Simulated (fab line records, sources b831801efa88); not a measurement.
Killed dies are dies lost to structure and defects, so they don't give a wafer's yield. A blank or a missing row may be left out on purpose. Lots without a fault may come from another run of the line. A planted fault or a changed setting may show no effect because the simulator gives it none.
Chamber matching | flow sky130 | SKY_LI_CONTACT_ETCH_14 on rie_diel-01: 4 sister chambers
The step etches BARC in N2/H2, stops on SiO2, time 45.9 s, target depth 60 nm. 7 wafers are shown with their chamber, then 8 later ones without.

WAFERS WITH THEIR CHAMBER
wafer  | chamber | throttle_valve_pct (%) | oes_product_au (a.u.)
L074.4 | 1       | 13.223                 | 0.855
L078.1 | 0       | 13.222                 | 0.849
L078.6 | 0       | 13.220                 | 0.856
L087.6 | 3       | 13.230                 | 0.852
L086.4 | 3       | 13.238                 | 0.855
L086.6 | 2       | 13.212                 | 0.852
L091.2 | 2       | 13.219                 | 0.853

WAFERS WITHOUT THEIR CHAMBER
wafer  | throttle_valve_pct (%) | oes_product_au (a.u.)
L091.3 | 13.239                 | 0.848
L091.5 | 13.221                 | 0.858
L092.1 | 13.207                 | 0.859
L092.5 | 13.226                 | 0.855
L092.6 | 13.232                 | 0.856
L094.2 | 13.229                 | 0.853
L094.4 | 13.220                 | 0.854
L094.5 | 13.215                 | 0.852

WHICH CHAMBER EACH WENT THROUGH
wafer  | from the rows above               | in truth
L091.3 | 3                                 | 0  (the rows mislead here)
L091.5 | can't be placed: 1 or 0 or 2      | 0
L092.1 | can't be placed: 2 or 0 or 1      | 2
L092.5 | can't be placed: 1 or 0 or 3 or 2 | 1
L092.6 | can't be placed: 3 or 1 or 0      | 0
L094.2 | can't be placed: 3 or 1 or 0 or 2 | 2
L094.4 | can't be placed: 0 or 1 or 2      | 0
L094.5 | can't be placed: 2 or 0 or 1      | 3
Placed correctly: 0 of 8. Can't be placed from these rows: 7 (the true chamber is among the candidates in 6). Placed wrongly: 1.
How it was worked out, from the rows above alone: a wafer's distance from a chamber is the root of the sum, over the readings, of the square of ((its reading less the chamber's mean) divided by the reading's scatter). The wafer belongs to the nearest chamber; if the next one is less than 2 further off, it can't be placed. A chamber's mean is the mean of its shown wafers. The scatter: the root of (the sum of the squares of (reading less its chamber's mean) over the shown wafers, divided by (wafers less chambers)).
